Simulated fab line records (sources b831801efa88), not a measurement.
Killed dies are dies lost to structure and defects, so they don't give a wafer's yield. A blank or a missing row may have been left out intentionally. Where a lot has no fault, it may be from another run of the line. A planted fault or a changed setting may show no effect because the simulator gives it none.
Commonality check across tools / flow sky130 / Sampled: 13 lots, 39 wafers

THE REASON FOR OPENING IT
SKY_NWELL_RS_MEAS_29, reading NWELL_RS: flagged on 3 of 13 lots. No-fault wafers: 624.2 ohm/sq, standard deviation 1.8.
Rule: flag the lot when none of its wafers has a number, or when each of its wafers that has one lies beyond 4 standard deviations from that mean. The other lots count as sound.

lot=L584; measured=day 5 09:41; on=film-metro-04; NWELL_RS (ohm/sq), wafer by wafer=623.9 625.0 623.3; flag=
lot=L588; measured=day 6 08:10; on=film-metro-03; NWELL_RS (ohm/sq), wafer by wafer=637.8 638.2 639.3; flag=FLAGGED
lot=L589; measured=day 6 14:14; on=film-metro-04; NWELL_RS (ohm/sq), wafer by wafer=622.1 622.3 621.2; flag=
lot=L590; measured=day 6 21:49; on=film-metro-03; NWELL_RS (ohm/sq), wafer by wafer=636.5 635.3 634.7; flag=FLAGGED
lot=L592; measured=day 7 09:04; on=film-metro-03; NWELL_RS (ohm/sq), wafer by wafer=637.9 639.1 639.8; flag=FLAGGED
lot=L598; measured=day 9 04:43; on=film-metro-01; NWELL_RS (ohm/sq), wafer by wafer=627.2 625.3 625.6; flag=
lot=L600; measured=day 9 09:56; on=film-metro-04; NWELL_RS (ohm/sq), wafer by wafer=623.5 621.2 621.9; flag=
lot=L602; measured=day 10 04:31; on=film-metro-04; NWELL_RS (ohm/sq), wafer by wafer=621.6 620.2 621.8; flag=
lot=L603; measured=day 10 07:22; on=film-metro-04; NWELL_RS (ohm/sq), wafer by wafer=621.8 622.8 625.1; flag=
lot=L605; measured=day 10 20:36; on=film-metro-03; NWELL_RS (ohm/sq), wafer by wafer=622.9 621.8 620.2; flag=
lot=L604; measured=day 10 21:50; on=film-metro-04; NWELL_RS (ohm/sq), wafer by wafer=620.0 619.6 622.2; flag=
lot=L606; measured=day 11 01:12; on=film-metro-04; NWELL_RS (ohm/sq), wafer by wafer=621.0 623.1 621.5; flag=
lot=L607; measured=day 11 06:26; on=film-metro-01; NWELL_RS (ohm/sq), wafer by wafer=625.5 625.4 626.0; flag=
The numbers of the flagged lots are 637.6 ohm/sq on average: +13.4 ohm/sq against the usual, or +7 standard deviations.

WHICH TOOL RAN EACH LOT
The record holds 1 process step before the reading, out of a route of 708 steps. Cell contents, in order: the tool; ch with the chambers the sampled wafers went through; the start.
lot=L584; flag=; SKY_NWELL_IMPLANT_13=implanter-01 ch 0, day 4 15:07
lot=L588; flag=FLAGGED; SKY_NWELL_IMPLANT_13=implanter-01 ch 0, day 5 13:52
lot=L589; flag=; SKY_NWELL_IMPLANT_13=implanter-04 ch 0, day 5 18:55
lot=L590; flag=FLAGGED; SKY_NWELL_IMPLANT_13=implanter-01 ch 0, day 6 01:52
lot=L592; flag=FLAGGED; SKY_NWELL_IMPLANT_13=implanter-01 ch 0, day 6 13:40
lot=L598; flag=; SKY_NWELL_IMPLANT_13=implanter-04 ch 0, day 8 06:25
lot=L600; flag=; SKY_NWELL_IMPLANT_13=implanter-03 ch 0, day 8 12:46
lot=L602; flag=; SKY_NWELL_IMPLANT_13=implanter-01 ch 0, day 9 06:48
lot=L603; flag=; SKY_NWELL_IMPLANT_13=implanter-01 ch 0, day 9 09:26
lot=L605; flag=; SKY_NWELL_IMPLANT_13=implanter-01 ch 0, day 9 21:41
lot=L604; flag=; SKY_NWELL_IMPLANT_13=implanter-03 ch 0, day 9 22:14
lot=L606; flag=; SKY_NWELL_IMPLANT_13=implanter-03 ch 0, day 10 01:20
lot=L607; flag=; SKY_NWELL_IMPLANT_13=implanter-04 ch 0, day 10 06:55
What the steps here do:
- SKY_NWELL_IMPLANT_13
- SKY_NWELL_RS_MEAS_29: measures by four-point-probe.

FLAGGED OVER TOTAL, TOOL BY TOOL (the gauges that took the reading come last)
step=SKY_NWELL_IMPLANT_13; tool=implanter-01; lots run=7; flagged=3; share of the flagged lots=all; sound lots run after its first flagged lot=3 (L602,L603,L605)
step=SKY_NWELL_IMPLANT_13; tool=implanter-03; lots run=3; flagged=0; share of the flagged lots=none; sound lots run after its first flagged lot=-
step=SKY_NWELL_IMPLANT_13; tool=implanter-04; lots run=3; flagged=0; share of the flagged lots=none; sound lots run after its first flagged lot=-
step=SKY_NWELL_RS_MEAS_29; tool=film-metro-01; lots run=2; flagged=0; share of the flagged lots=none; sound lots run after its first flagged lot=-
step=SKY_NWELL_RS_MEAS_29; tool=film-metro-03; lots run=4; flagged=3; share of the flagged lots=all; sound lots run after its first flagged lot=1 (L605)
step=SKY_NWELL_RS_MEAS_29; tool=film-metro-04; lots run=7; flagged=0; share of the flagged lots=none; sound lots run after its first flagged lot=-

THE TABLE: WHAT IT ALLOWS
In 2 table rows, all flagged lots were run: implanter-01 (SKY_NWELL_IMPLANT_13), film-metro-03 (SKY_NWELL_RS_MEAS_29).
- implanter-01 at SKY_NWELL_IMPLANT_13: 3 of its 7 lots flagged. After the first flagged lot (L602, L603, L605), sound lots still ran on it; a lasting fault on the whole tool would not permit that. Its own readings (dose-ions-cm2, faraday-current-uA) fall more than 4 standard deviations out on all wafers of the flagged lots.
- film-metro-03 at SKY_NWELL_RS_MEAS_29: 3 of its 4 lots flagged. After the first flagged lot (L605), sound lots still ran on it; a lasting fault on the whole tool would not permit that.
Not one row of the table ran every flagged lot while running no sound lot after the first.

WHAT THE SIMULATOR HAD PUT IN
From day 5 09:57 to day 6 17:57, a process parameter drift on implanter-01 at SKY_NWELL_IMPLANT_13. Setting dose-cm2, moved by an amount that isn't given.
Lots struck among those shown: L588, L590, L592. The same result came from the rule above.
